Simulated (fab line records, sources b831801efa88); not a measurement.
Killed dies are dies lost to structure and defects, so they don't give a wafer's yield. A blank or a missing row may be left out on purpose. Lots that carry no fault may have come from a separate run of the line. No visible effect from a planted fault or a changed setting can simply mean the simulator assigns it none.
fab line records	flow sky130
[record] lots = 6	wafers = 18	last-day = 50
route steps=708 shown VIA1@467 METAL2@483 PAD_OPEN@708
lots untouched by any fault: they come from a run of this same line in which no faults occurred
start-h: the number of hours between the record's first day and the start of the first shown wafer of the lot	wait-h: hours elapsed since this lot's preceding step	" same as the row above	L1.1+2: one row covering several wafers at once	- either no value or no given start	* or withheld: withheld	< > ~ a bound
route shown NAME@n: NAME is a module with steps in the file, n the number in the route of the first one	usual: mean/standard deviation taken from wafers without a fault	same: alike in all rows	chamber/n: place in a boat	sites: the reading at each site	_std_site: how widely they spread, as a standard deviation	_edge_site: inner sites' mean taken away from outer sites' mean	radius-mm: how far each site lies from the wafer's centre	mask NAME#n: copy n	behind: the most recent tool/chamber to have shaped the wafer	hold: why the lot went on hold/how many hours it stayed there/how the hold came to an end	device: names the non-switching transistor (n, p or np)	end of line: the tests these same wafers got at the end of their route	where a step has no rows: the recipe by itself	killed: the dies lost at the first sort to structure and to defects; this is not the yield of the wafer	map: dies across one wafer; x = killed, . = not, _ = none there
set.NAME: the setting the step ran with; set.NAME@STEP: the setting that earlier step ran with	model.NAME: the simulator's own value behind a step, which no gauge read
lots at some steps of the route; a table a step, a row a wafer
services: from which hour (start-h, from the record's first day; less than 0 if before it) a tool's chamber was out of use, for how many hours, and why
[[steps]]
[step SKY_VIA1_EXPOSE_09]
[recipe] mask-id = VIM	na = 0.8	source-shape = annular	sigma-inner = 0.55	sigma-outer = 0.85	target-cd-nm = 150	dose-mj = 38
[step SKY_VIA1_PEB_10]
[recipe] peb-temp-c = withheld	peb-time-s = withheld	resist = KrF-thick
[step SKY_VIA1_DEVELOP_11]
[recipe] develop-time-s = 60	resist = KrF-thick	dev-temp-c = 21
[step SKY_VIA1_CD_MEAS_12]
[recipe] target-cd-nm = 150
[usual] cd-nm = 150.0/1.8
lot.wafer	tool	chamber	start-h	wait-h	cd-nm
L723.3	cd-sem-02	-	818.91	-	146.6
L723.5	"	-	"	"	148.5
L723.6	"	-	"	"	148.0
L727.2	cd-sem-02	-	842.29	-	148.0
L727.5	"	-	"	"	148.3
L727.6	"	-	"	"	149.1
L739.3	cd-sem-01	-	928.76	-	148.1
L739.5	"	-	"	"	149.3
L739.6	"	-	"	"	149.8
L740.1	cd-sem-01	-	931.37	-	152.7
L740.4	"	-	"	"	152.0
L740.6	"	-	"	"	154.4
L741.3	cd-sem-01	-	939.96	-	152.1
L741.4	"	-	"	"	153.1
L741.5	"	-	"	"	152.1
L743.1	cd-sem-01	-	951.92	-	147.2
L743.2	"	-	"	"	148.2
L743.6	"	-	"	"	147.4
[step SKY_VIA1_OVL_MEAS_13]
[usual] VIA1_OVL = -3/6.1
lot.wafer	tool	chamber	start-h	wait-h	VIA1_OVL[nm]
L723.3	overlay-02	-	819.00	0.1	-8
L723.5	"	-	"	"	-15
L723.6	"	-	"	"	-9
L727.2	overlay-01	-	842.39	0.1	4
L727.5	"	-	"	"	4
L727.6	"	-	"	"	0
L739.3	overlay-02	-	928.85	0.1	-5
L739.5	"	-	"	"	-8
L739.6	"	-	"	"	-1
L740.1	overlay-01	-	931.49	0.1	3
L740.4	"	-	"	"	2
L740.6	"	-	"	"	-5
L741.3	overlay-01	-	940.05	0.1	1
L741.4	"	-	"	"	2
L741.5	"	-	"	"	-6
L743.1	overlay-01	-	952.04	0.1	-2
L743.2	"	-	"	"	3
L743.6	"	-	"	"	-1
[step SKY_VIA1_ETCH_14]
[recipe] chemistry = N2/H2	target = BARC	ion-energy-ev = 200	source-w = 500	bias-w = 100	pressure-mtorr = 30	n2-flow-sccm = 100	h2-flow-sccm = 200	stop-on = SiO2	time-s = 45.9	target-depth-a = 600
[usual] drypump-motor-current-A = 5.8/0.34	oes-product-au = 0.855/0.0052	throttle-valve-pct = 13.225/0.0094
lot.wafer	tool	chamber	start-h	wait-h	drypump-motor-current-A	oes-product-au	rf-hours-counter-h	throttle-valve-pct
L723.3	rie-diel-02	2	819.02	0.0	6.4	0.862	20	13.225
L723.5	"	3	"	"	5.4	0.857	-	13.215
L723.6	"	0	"	"	5.1	0.860	-	13.225
L727.2	rie-diel-03	2	842.42	0.0	5.6	0.861	8	13.209
L727.5	"	2	"	"	5.5	0.858	-	13.220
L727.6	"	3	"	"	5.9	0.853	-	13.224
L739.3	rie-diel-03	0	928.88	0.0	5.6	0.852	6	13.235
L739.5	"	0	"	"	5.6	0.854	-	13.223
L739.6	"	3	"	"	5.9	0.856	-	13.229
L740.1	rie-diel-02	0	931.52	0.0	5.1	0.850	15	13.227
L740.4	"	2	"	"	6.5	0.853	23	13.233
L740.6	"	2	"	"	6.5	0.855	-	13.216
L741.3	rie-diel-02	1	940.07	0.0	6.4	0.851	19	13.214
L741.4	"	2	"	"	6.4	0.859	-	13.223
L741.5	"	0	"	"	5.1	0.862	-	13.224
L743.1	rie-diel-01	0	952.07	0.0	6.0	0.848	2	13.229
L743.2	"	2	"	"	5.6	0.854	8	13.209
L743.6	"	1	"	"	5.5	0.858	-	13.232
[step SKY_VIA1_ETCH_15]
[recipe] target = SiO2	chemistry = C4F8/O2/Ar	target-depth-nm = 351	stop-on = TiN	mask-material = KrF-thick	source-w = 1500	bias-w = 1200	pressure-mtorr = 40	c4f8-flow-sccm = withheld	O2_flow_sccm = 6	Ar_flow_sccm = 300	time-s = 54
[usual] oes-product-au = 0.974/0.005
lot.wafer	tool	chamber	start-h	wait-h	oes-product-au	rf-hours-counter-h
L723.3	rie-diel-02	2	819.06	0.0	0.964	20
L723.5	"	3	"	"	0.972	-
L723.6	"	0	"	"	0.977	-
L727.2	rie-diel-03	2	842.46	0.0	0.967	8
L727.5	"	2	"	"	0.975	-
L727.6	"	3	"	"	0.978	-
L739.3	rie-diel-03	0	928.92	0.0	0.970	6
L739.5	"	0	"	"	0.975	-
L739.6	"	3	"	"	0.975	-
L740.1	rie-diel-02	0	931.56	0.0	0.978	15
L740.4	"	2	"	"	0.973	23
L740.6	"	2	"	"	0.973	-
L741.3	rie-diel-02	1	940.11	0.0	0.975	19
L741.4	"	2	"	"	0.971	-
L741.5	"	0	"	"	0.968	-
L743.1	rie-diel-01	0	952.12	0.0	0.976	2
L743.2	"	2	"	"	0.972	8
L743.6	"	1	"	"	0.971	-
[step SKY_VIA1_STRIP_16]
[recipe] chemistry = O2/N2	power-w = 1400	pressure-mtorr = 1500	platen-temp-c = withheld	o2-flow-sccm = 3000	n2-flow-sccm = 300	overash-fraction = 0.5
[usual] drypump-motor-current-A = 5.7/0.51	oes-product-au = 0.415/0.0043	strip-time-to-endpoint-s = 4.449/0.018
lot.wafer	tool	chamber	start-h	wait-h	drypump-motor-current-A	oes-product-au	rf-hours-counter-h	strip-time-to-endpoint-s
L723.3	plasma-asher-04	0	819.14	0.1	5.1	0.416	-	4.456
L723.5	"	1	"	"	5.7	0.421	-	4.451
L723.6	"	0	"	"	5.0	0.411	-	4.438
L727.2	plasma-asher-01	0	842.51	0.0	5.3	0.415	69	4.421
L727.5	"	1	"	"	6.5	0.421	-	4.432
L727.6	"	0	"	"	5.3	0.419	-	4.436
L739.3	plasma-asher-02	1	929.00	0.1	6.1	0.416	-	4.444
L739.5	"	1	"	"	6.1	0.407	-	4.478
L739.6	"	0	"	"	5.4	0.417	-	4.445
L740.1	plasma-asher-02	1	931.61	0.0	6.1	0.418	19	4.403
L740.4	"	0	"	"	5.4	0.413	-	4.422
L740.6	"	0	"	"	5.4	0.414	-	4.421
L741.3	plasma-asher-01	0	940.19	0.1	5.3	0.412	-	4.451
L741.4	"	1	"	"	6.5	0.415	-	4.440
L741.5	"	1	"	"	6.5	0.409	-	4.430
L743.1	plasma-asher-04	0	952.16	0.0	5.1	0.416	110	4.440
L743.2	"	1	"	"	5.7	0.414	110	4.406
L743.6	"	1	"	"	5.6	0.417	-	4.446
[step SKY_VIA1_STRIP_17]
[recipe] chemistry = post-etch-residue-remover	time-s = 1200	temp-c = 72.5
[step SKY_VIA1_CLEAN_18]
[recipe] chemistry = IPA	time-s = 180	temp-c = 25
[step SKY_VIA1_CLEAN_19]
[recipe] chemistry = O3/DIW	dry = n2-spin
[step SKY_VIA1_SPUTTER_20]
[recipe] material = TiN	target-thk-nm = 20	chamber-pressure-pa = 5	power-w = 4000	time-s = 80
[usual] cathode-dc-power-W = 4000.0/0.78	throttle-valve-pct = 29.9/1
lot.wafer	tool	chamber	start-h	wait-h	cathode-dc-power-W	throttle-valve-pct
L723.3	pvd-sputter-03	-	819.73	0.0	3999.9	28.4
L723.5	"	-	"	"	3999.4	29.4
L723.6	"	-	"	"	3998.7	28.5
L727.2	pvd-sputter-01	-	843.11	0.0	3999.8	29.2
L727.5	"	-	"	"	4000.5	31.0
L727.6	"	-	"	"	3999.5	29.2
L739.3	pvd-sputter-03	-	929.59	0.0	4000.8	30.1
L739.5	"	-	"	"	4000.4	29.5
L739.6	"	-	"	"	4001.2	29.8
L740.1	pvd-sputter-04	-	932.21	0.0	4000.3	30.1
L740.4	"	-	"	"	4000.3	29.0
L740.6	"	-	"	"	4000.5	30.5
L741.3	pvd-sputter-03	-	940.75	0.0	4000.5	28.3
L741.4	"	-	"	"	4000.6	29.6
L741.5	"	-	"	"	4001.1	30.1
L743.1	pvd-sputter-03	-	952.76	0.0	4001.2	29.7
L743.2	"	-	"	"	4000.7	30.2
L743.6	"	-	"	"	4000.5	29.5
[step SKY_VIA1_CVD_21]
[recipe] material = W	target-thk-nm = 270	time-s = 80.902	temp-c = 400	pressure-torr = 40
[usual] chamber-pressure-Torr = 39.98/0.092	heater-power-w = 891/52
lot.wafer	tool	chamber	start-h	wait-h	chamber-pressure-Torr	heater-power-w	model.W_of_VIA1_CVD_21.thk-nm
L723.3	cvd-w-02	0	819.86	0.1	40.01	874	271.3
L723.5	"	0	"	"	40.02	869	272.7
L723.6	"	0	"	"	40.01	899	266.5
L727.2	cvd-w-01	0	843.17	0.0	40.09	823	272.3
L727.5	"	0	"	"	39.95	827	276.1
L727.6	"	1	"	"	39.94	887	270.9
L739.3	cvd-w-01	0	929.68	0.1	40.03	825	270.5
L739.5	"	1	"	"	40.00	829	264.6
L739.6	"	0	"	"	40.09	820	266.4
L740.1	cvd-w-02	0	932.27	0.0	40.06	890	187.4
L740.4	"	0	"	"	40.10	884	187.8
L740.6	"	0	"	"	40.11	908	186.6
L741.3	cvd-w-02	1	940.84	0.1	40.01	971	272.9
L741.4	"	0	"	"	39.99	868	191.9
L741.5	"	0	"	"	40.05	885	194.8
L743.1	cvd-w-01	0	952.82	0.0	39.94	825	268.2
L743.2	"	1	"	"	39.94	871	265.9
L743.6	"	0	"	"	39.96	824	265.4
[step SKY_VIA1_RS_MEAS_22]
[recipe] thk-meas-gauge = four-point-probe	reads = W_of_VIA1_CVD_21+TiN_of_VIA1_SPUTTER_20
[usual] VIA1_W_RS = 0.428/0.0045
lot.wafer	tool	chamber	start-h	wait-h	VIA1_W_RS[ohm/sq]
L723.3	film-metro-01	-	820.02	0.1	0.425
L723.5	"	-	"	"	0.422
L723.6	"	-	"	"	0.432
L727.2	film-metro-01	-	843.29	0.1	0.422
L727.5	"	-	"	"	0.417
L727.6	"	-	"	"	0.425
L739.3	film-metro-02	-	929.78	0.1	0.425
L739.5	"	-	"	"	0.435
L739.6	"	-	"	"	0.431
L740.1	film-metro-01	-	932.36	0.1	0.618
L740.4	"	-	"	"	0.618
L740.6	"	-	"	"	0.621
L741.3	film-metro-02	-	940.95	0.1	0.420
L741.4	"	-	"	"	0.602
L741.5	"	-	"	"	0.592
L743.1	film-metro-02	-	952.91	0.1	0.429
L743.2	"	-	"	"	0.432
L743.6	"	-	"	"	0.433
[step SKY_VIA1_THK_MEAS_23]
[recipe] thk-meas-gauge = xrf	reads = W_of_VIA1_CVD_21
[usual] VIA1_W_THK = 282/3.2
lot.wafer	tool	chamber	start-h	wait-h	VIA1_W_THK[nm]
L723.3	film-metro-01	-	820.12	0.1	285
L723.5	"	-	"	"	285
L723.6	"	-	"	"	280
L727.2	film-metro-01	-	843.40	0.1	285
L727.5	"	-	"	"	290
L727.6	"	-	"	"	283
L739.3	film-metro-02	-	929.88	0.1	282
L739.5	"	-	"	"	274
L739.6	"	-	"	"	277
L740.1	film-metro-01	-	932.48	0.1	195
L740.4	"	-	"	"	197
L740.6	"	-	"	"	194
L741.3	film-metro-02	-	941.05	0.1	285
L741.4	"	-	"	"	199
L741.5	"	-	"	"	202
L743.1	film-metro-02	-	953.03	0.1	282
L743.2	"	-	"	"	279
L743.6	"	-	"	"	277
[step SKY_VIA1_CMP_24]
[recipe] stop-on = SiO2	t-overpolish-s = 15	down-force-psi = 3.5	platen-rpm = 60	target-thk-nm = 0	pad-velocity-m-s = 0.94248
[usual] edge-zone-pressure-frac = 1.000/0.0046	motor-current-A = 11.3/0.72	time-to-endpoint-s = 65.0/2.5
lot.wafer	tool	chamber	start-h	wait-h	edge-zone-pressure-frac	motor-current-A	time-to-endpoint-s
L723.3	cmp-01	1	820.21	0.1	0.998	11.3	60.1
L723.6	"	0	"	"	0.999	12.0	59.2
L723.5	"	1	"	"	1.006	11.3	62.3
L727.2	cmp-02	2	843.55	0.1	1.003	10.3	63.1
L727.6	"	0	"	"	1.004	9.4	63.8
L727.5	"	1	"	"	0.997	11.6	64.0
L739.3	cmp-01	3	930.02	0.1	0.999	11.3	68.9
L739.5	"	1	"	"	0.999	10.9	63.7
L739.6	"	2	"	"	1.008	11.5	65.7
L740.4	cmp-02	1	932.59	0.1	1.005	11.6	41.6
L740.1	"	3	"	"	1.001	11.0	46.0
L740.6	"	0	"	"	1.002	9.1	46.6
L741.3	cmp-02	1	941.09	0.0	0.996	11.2	62.5
L741.4	"	3	"	"	1.003	10.5	45.7
L741.5	"	1	"	"	0.999	11.1	44.2
L743.1	cmp-02	2	953.14	0.1	0.991	10.7	66.7
L743.2	"	3	"	"	0.999	11.1	66.2
L743.6	"	1	"	"	1.002	11.6	64.2
[step SKY_METAL2_SPUTTER_00]
[recipe] material = Ti	target-thk-nm = 15	power-w = 3000	time-s = 10	chamber-pressure-pa = 0.4
[usual] cathode-dc-power-W = 3000.0/0.61	throttle-valve-pct = 29.9/1
lot.wafer	tool	chamber	start-h	wait-h	cathode-dc-power-W	throttle-valve-pct
L723.3	pvd-sputter-02	-	820.46	0.2	3000.0	29.5
L723.5	"	-	"	"	3000.8	29.0
L723.6	"	-	"	"	3000.6	29.5
L727.2	pvd-sputter-03	-	843.75	0.1	3000.1	29.4
L727.5	"	-	"	"	2999.8	28.5
L727.6	"	-	"	"	2999.6	29.5
L739.3	pvd-sputter-01	-	930.22	0.1	2999.9	32.1
L739.5	"	-	"	"	3000.8	29.5
L739.6	"	-	"	"	2999.6	31.1
L740.1	pvd-sputter-02	-	932.84	0.1	2999.5	29.3
L740.4	"	-	"	"	2998.9	29.4
L740.6	"	-	"	"	3000.1	31.0
L741.3	pvd-sputter-02	-	941.39	0.2	2999.0	29.5
L741.4	"	-	"	"	2999.8	31.2
L741.5	"	-	"	"	2999.6	29.5
L743.1	pvd-sputter-02	-	953.39	0.2	2999.5	29.2
L743.2	"	-	"	"	3000.0	31.2
L743.6	"	-	"	"	2999.4	29.2
[step SKY_PAD_OPEN_PROBE_99]
[usual] defect-limited-yield = 82.5/1.9	killed_at_M0_to_M3 = 42/7.2	killed_at_M4_up = 3.5/1.8	killed-at-contacts = 25/5.7	killed-at-front-end = 16/4.6	killed-at-other = 0.2/0.41	killed-dies = 86/9.3	killed-open = 47/6.3	killed-short = 39/5.9	sort_bin_3_pad_short = 0.9/0.44	sort_bin_5_function = 10.3/1.5	sort_bin_6_memory = 6.3/1	sort-n-pass = 406/9.3	sort-yield-pct = 82.5/1.9
[same] gross-dies = 492	killed-at-back-side = 0	sort_bin_4_leakage[%] = 0	sort_bin_8_speed[%] = 0
lot.wafer	tool	chamber	start-h	wait-h	defect-limited-yield[%]	killed_at_M0_to_M3	killed_at_M4_up	killed-at-contacts	killed-at-front-end	killed-at-other	killed-dies	killed-open	killed-short	sort_bin_3_pad_short[%]	sort_bin_5_function[%]	sort_bin_6_memory[%]	sort-n-pass	sort-yield-pct[%]
L723.3	prober-02	-	1097.42	0.2	80.3	43	6	32	16	0	97	55	42	0.8	11.4	7.5	395	80.3
L723.5	prober-02	-	1097.52	0.2	80.9	38	5	37	14	0	94	56	38	1.8	10.0	7.3	398	80.9
L723.6	prober-02	-	1097.57	0.2	81.1	49	3	23	18	0	93	48	45	0.8	10.6	7.5	399	81.1
L727.2	prober-01	-	1115.98	0.1	83.5	39	3	30	9	0	81	45	36	1.4	8.5	6.5	411	83.5
L727.5	prober-01	-	1116.13	0.2	79.1	40	8	35	19	1	103	57	46	1.4	12.2	7.3	389	79.1
L727.6	prober-01	-	1116.18	0.2	81.9	42	2	31	14	0	89	43	46	1.6	9.8	6.7	403	81.9
L739.3	prober-01	-	1182.12	0.2	83.1	43	4	22	13	1	83	40	43	1.0	10.0	5.9	409	83.1
L739.5	prober-01	-	1182.22	0.2	82.3	43	3	33	7	1	87	42	45	0.8	10.0	6.9	405	82.3
L739.6	prober-01	-	1182.27	0.2	82.3	43	5	24	15	0	87	44	43	1.2	11.8	4.7	405	82.3
L743.1	prober-01	-	1193.59	0.1	84.1	31	3	27	17	0	78	41	37	0.2	8.9	6.7	414	84.1
L743.2	prober-01	-	1193.64	0.1	81.9	46	0	28	15	0	89	50	39	0.8	10.8	6.5	403	81.9
L743.6	prober-01	-	1193.84	0.2	84.6	40	3	23	10	0	76	45	31	0.8	8.9	5.7	416	84.6
// killed by level:class
L723.3 CONTACT:geometric-particle:open=13 VIA1:geometric-particle:open=12 LOCAL_INTERCONNECT:geometric-particle:short=7 VIA2:geometric-particle:open=7 METAL2:geometric-particle:short=6 LI_CONTACT:geometric-particle:open=5 FIELD_ISO:geometric-particle:open=5 CONTACT:geometric-particle:short=4
L723.5 CONTACT:geometric-particle:open=16 LI_CONTACT:geometric-particle:open=11 VIA1:geometric-particle:open=9 VIA2:geometric-particle:open=5 METAL1:geometric-particle:short=5 METAL2:geometric-particle:short=5 METAL4:geometric-particle:short=5 SPACER:geometric-particle:short=4
L723.6 VIA1:geometric-particle:open=16 LI_CONTACT:geometric-particle:open=9 METAL1:geometric-particle:short=7 VIA1:geometric-particle:short=7 FIELD_ISO:geometric-particle:short=5 VIA3:geometric-particle:open=5 LOCAL_INTERCONNECT:geometric-particle:short=4 CONTACT:geometric-particle:short=4
L727.2 CONTACT:geometric-particle:open=12 CONTACT:geometric-particle:short=8 VIA3:geometric-particle:open=8 VIA2:geometric-particle:open=7 VIA1:geometric-particle:open=6 LI_CONTACT:geometric-particle:open=5 LOCAL_INTERCONNECT:geometric-particle:short=4 METAL2:geometric-particle:short=4
L727.5 CONTACT:geometric-particle:open=14 VIA1:geometric-particle:open=11 LI_CONTACT:geometric-particle:open=10 FIELD_ISO:geometric-particle:short=8 METAL2:geometric-particle:short=8 METAL4:geometric-particle:short=7 LOCAL_INTERCONNECT:geometric-particle:short=7 VIA2:geometric-particle:open=6
L727.6 LI_CONTACT:geometric-particle:open=12 CONTACT:geometric-particle:open=9 VIA2:geometric-particle:short=7 VIA3:geometric-particle:open=7 CONTACT:geometric-particle:short=6 METAL3:geometric-particle:short=6 VIA3:geometric-particle:short=5 SPACER:geometric-particle:short=4
L739.3 VIA1:geometric-particle:open=10 LOCAL_INTERCONNECT:geometric-particle:short=7 VIA2:geometric-particle:short=6 FIELD_ISO:geometric-particle:short=5 LI_CONTACT:geometric-particle:open=5 VIA1:geometric-particle:short=5 VIA2:geometric-particle:open=5 LI_CONTACT:geometric-particle:short=4
L739.5 VIA1:geometric-particle:open=10 CONTACT:geometric-particle:open=9 LOCAL_INTERCONNECT:geometric-particle:short=9 METAL1:geometric-particle:short=9 LI_CONTACT:geometric-particle:open=6 METAL2:geometric-particle:short=6 VIA2:geometric-particle:open=6 CONTACT:geometric-particle:short=5
L739.6 VIA1:geometric-particle:open=10 CONTACT:geometric-particle:open=8 METAL2:geometric-particle:short=7 VIA2:geometric-particle:open=6 LI_CONTACT:geometric-particle:open=5 METAL1:geometric-particle:short=5 VIA2:geometric-particle:short=5 POLY_GATE:geometric-particle:open=4
L743.1 CONTACT:geometric-particle:open=11 LI_CONTACT:geometric-particle:open=8 FIELD_ISO:geometric-particle:short=6 VIA1:geometric-particle:open=6 VIA2:geometric-particle:open=6 METAL2:geometric-particle:short=5 POLY_GATE:geometric-particle:open=4 LOCAL_INTERCONNECT:geometric-particle:short=4
L743.2 VIA1:geometric-particle:open=13 CONTACT:geometric-particle:open=13 VIA3:geometric-particle:open=6 LI_CONTACT:geometric-particle:open=6 METAL1:geometric-particle:short=6 METAL2:geometric-particle:short=6 FIELD_ISO:geometric-particle:short=5 LOCAL_INTERCONNECT:geometric-particle:short=5
L743.6 VIA2:geometric-particle:open=9 LI_CONTACT:geometric-particle:open=8 CONTACT:geometric-particle:open=8 VIA1:geometric-particle:short=6 VIA1:geometric-particle:open=6 VIA3:geometric-particle:open=6 LI_CONTACT:geometric-particle:short=3 METAL1:geometric-particle:short=3
[[services]]
tool	chamber	start-h	hours	kind
cmp-02	-	799.76	2.8	repair
cmp-02	-	800.13	14.2	repair
rie-diel-02	0	804.68	3.1	repair
cvd-w-02	1	805.65	18.0	repair
cmp-02	-	808.29	1.1	repair
rie-diel-01	-	809.34	2.8	pm
cmp-02	-	809.55	0.8	repair
rie-diel-02	2	813.20	3.5	repair
rie-diel-01	3	818.62	7.5	repair
plasma-asher-01	-	829.82	3.3	repair
cmp-01	-	839.10	0.3	repair
cvd-w-02	0	851.43	2.2	repair
plasma-asher-04	-	868.37	3.5	repair
plasma-asher-02	-	900.88	0.5	repair
cvd-w-01	-	904.00	14.0	pm
pvd-sputter-02	-	908.89	0.5	repair
cmp-01	-	912.00	4.0	pm
rie-diel-02	-	915.39	0.5	repair
cmp-02	-	920.80	0.6	repair
plasma-asher-01	-	927.34	2.8	pm
cmp-01	-	937.08	5.6	pm
rie-diel-02	3	939.45	8.9	repair
cmp-02	-	943.39	1.1	repair
pvd-sputter-02	-	947.51	4.0	repair
[[key]]
[first-sign] step = SKY_VIA1_RS_MEAS_22	reading = VIA1_W_RS	direction = up	sigmas = 40	usual = 0.428	struck = 0.610
[effect] step = SKY_VIA1_THK_MEAS_23	reading = VIA1_W_THK	direction = down	sigmas = 27	usual = 282	struck = 197
[effect] step = SKY_VIA1_CMP_24	reading = time-to-endpoint-s	direction = down	sigmas = 8	usual = *	struck = *
[model-effect] step = SKY_VIA1_CVD_21	value = W_of_VIA1_CVD_21.thk-nm	without = 267.5	struck = 189.7
met-at SKY_VIA1_CVD_21
struck-wafers L740.1,L740.4,L740.6,L741.4,L741.5
onset-between 819.86 932.27
[fault] kind = process-parameter-drift	tool = cvd-w-02	chamber = 0	onset-h = 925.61	steps = SKY_VIA1_CVD_21	channel = target-thk-nm	offset = -77.744	shape = step	end-h = 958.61	acts-in = these-recipes-only	stated = 270
